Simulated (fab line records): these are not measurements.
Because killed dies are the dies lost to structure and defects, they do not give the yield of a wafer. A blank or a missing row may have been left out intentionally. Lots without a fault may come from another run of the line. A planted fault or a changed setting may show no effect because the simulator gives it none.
Lot-split experiment    flow gf180mcu    route with 602 steps; 5 lots, 23 wafers read

## THE SPLIT ITSELF
At GF_M3_SPUTTER_03 (material Ti, target thk 10 nm, time 6.7 s), the setting time-s was moved away from the recipe's 6.7 s on 9 of the 23 wafers read, by -13.8% to +9.9%. The other wafers ran this setting at the recipe's value.

Reading taken at the split's own step.

## THE READING
Ti_of_M3_SPUTTER_03.thk-nm (the simulator's own value, which no gauge read), in nm, at GF_M3_SPUTTER_03 (material Ti, target thk 10 nm, time 6.7 s). There is no usual value for it anywhere in the file. Average 10.080 nm, standard deviation 0.13 nm, over the 14 wafers here run with the recipe.

wafer   tool, chamber at the split  time-s as run, s  against the recipe  Ti_of_M3_SPUTTER_03.thk-nm, nm  against lot-mates on the recipe
L074.1  pvd-sputter-02, -           6.7               recipe              10.29                           -
L074.2  pvd-sputter-02, -           6.037             -9.9%               9.149                           -1.094
L074.4  pvd-sputter-02, -           6.037             -9.9%               9.212                           -1.031
L074.5  pvd-sputter-02, -           6.7               recipe              10.2                            -
L074.6  pvd-sputter-02, -           6.7               recipe              10.24                           -
L075.1  pvd-sputter-03, -           6.7               recipe              9.87                            -
L075.5  pvd-sputter-03, -           6.7               recipe              10.09                           -
L075.6  pvd-sputter-03, -           6.7               recipe              9.935                           -
L078.1  pvd-sputter-01, -           6.7               recipe              10.08                           -
L078.3  pvd-sputter-01, -           6.7               recipe              10.02                           -
L078.4  pvd-sputter-01, -           5.774             -13.8%              8.747                           -1.336
L078.5  pvd-sputter-01, -           5.774             -13.8%              8.701                           -1.382
L078.6  pvd-sputter-01, -           6.7               recipe              10.15                           -
L079.1  pvd-sputter-02, -           6.7               recipe              10.03                           -
L079.3  pvd-sputter-02, -           7.365             +9.9%               11.05                           +0.910
L079.4  pvd-sputter-02, -           6.7               recipe              10.21                           -
L079.5  pvd-sputter-02, -           7.365             +9.9%               11.1                            +0.960
L079.6  pvd-sputter-02, -           6.7               recipe              10.18                           -
L085.1  pvd-sputter-02, -           7.074             +5.6%               10.44                           +0.530
L085.6  pvd-sputter-02, -           7.074             +5.6%               10.44                           +0.530
L085.3  pvd-sputter-02, -           7.074             +5.6%               10.42                           +0.510
L085.4  pvd-sputter-02, -           6.7               recipe              9.911                           -
L085.5  pvd-sputter-02, -           6.7               recipe              9.91                            -

THE FIT
A straight line over all 23 wafers: Ti_of_M3_SPUTTER_03.thk-nm changes by +0.093 nm for each +1% of time-s; r = +0.98; the points scatter about the line by 0.13 nm.
The same after taking each lot's own level away (the mean of its wafers on the recipe; 23 wafers): +0.0988 nm for each +1%; r = +1.00; scatter 0.061 nm.
The reading moves by 1.4 nm for the largest change in time-s, on that fit.
From 9.9105 to 10.2433 nm: that is the span of the lots' own levels, equal to 2.5 times the standard deviation above.
Hence the lot-to-lot level has little effect on the slope; both slopes agree.
Check: -1.39 nm against its lot-mates is what the line predicts for one of the wafers moved furthest among these (-13.8%) when that wafer is left out of the fit. Against them it came out at -1.34 nm.

## THESE WAFERS: OTHER SPLITS
Other splits were also applied to these wafers ahead of the reading. Each is held against what the fit with the lots' levels taken away leaves over:
other split on the same wafers   wafers away from the commonest value  r with Ti_of_M3_SPUTTER_03.thk-nm (lot level and that fit taken away)
GF_CONTACT_SPUTTER_22 time-s     8                                     +0.04
GF_M1_PEB_12 peb-temp-c          6                                     +0.04
GF_V1_CVD_02 time-s              10                                    -0.11
GF_V1_CMP_04 leave-above-ref-nm  8                                     +0.03
GF_V1_ETCH_16 ion-energy-ev      7                                     +0.07
GF_M2_SPUTTER_02 power-w         5                                     +0.01
GF_M2_COAT_09 resist-thk-nm      7                                     -0.07

## THE FILE'S OWN FIT
Ti_of_M3_SPUTTER_03.thk-nm changes by +0.0993 nm for each +1% of time-s, r = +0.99.
